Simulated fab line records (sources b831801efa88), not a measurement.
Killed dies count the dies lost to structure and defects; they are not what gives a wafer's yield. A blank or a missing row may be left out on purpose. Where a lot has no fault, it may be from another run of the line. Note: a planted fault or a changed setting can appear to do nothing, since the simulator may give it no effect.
Chamber matching ; flow sky130 ; 4 sister chambers for SKY_VIA1_CMP_24 on cmp-01
The step polishes, stops on SiO2, t overpolish 15 s, target thk 0 nm. 8 wafers are shown with their chamber, then 9 later ones without.

## WAFERS PAIRED WITH THEIR CHAMBERS
wafer;chamber;motor current A (A);slurry filter dp kPa (kPa)
L079.5;2;10.9;13.28
L080.6;2;11.7;13.33
L082.1;3;11.5;13.54
L082.2;1;10.9;13.43
L082.3;0;10.5;13.42
L083.2;1;11.4;13.68
L083.3;0;10.4;13.38
L083.4;3;11.3;13.77

## WAFERS WITH NO CHAMBER GIVEN
wafer;motor current A (A);slurry filter dp kPa (kPa)
L088.3;11.7;13.30
L088.5;11.2;13.56
L088.6;10.8;13.49
L089.2;11.6;13.53
L089.3;11.3;13.67
L089.6;10.9;13.72
L090.2;11.2;13.80
L090.4;11.6;13.69
L090.5;11.1;13.27

## THE CHAMBER EACH PASSED THROUGH
wafer;from the rows above;in truth
L088.3;can't be placed: 2 or 1 or 3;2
L088.5;can't be placed: 1 or 3 or 2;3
L088.6;can't be placed: 1 or 0 or 2 or 3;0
L089.2;can't be placed: 3 or 1 or 2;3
L089.3;can't be placed: 3 or 1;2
L089.6;can't be placed: 1 or 3 or 0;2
L090.2;can't be placed: 3 or 1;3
L090.4;can't be placed: 3 or 1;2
L090.5;can't be placed: 2 or 0 or 1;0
Placed correctly: 0 of 9. From these rows, 9 cannot be placed; in 6 the true chamber is one of the candidates. Placed wrongly: 0.
How it was worked out, from the rows above alone: a wafer's distance from a chamber is the root of the sum, over the readings, of the square of ((its reading less the chamber's mean) divided by the reading's scatter). If the next closest chamber is less than 2 further off than the closest, the wafer can't be placed; otherwise it belongs to the closest. The mean given for a chamber averages the wafers shown for that chamber. The scatter: the root of (the sum of the squares of (reading less its chamber's mean) over the shown wafers, divided by (wafers less chambers)).
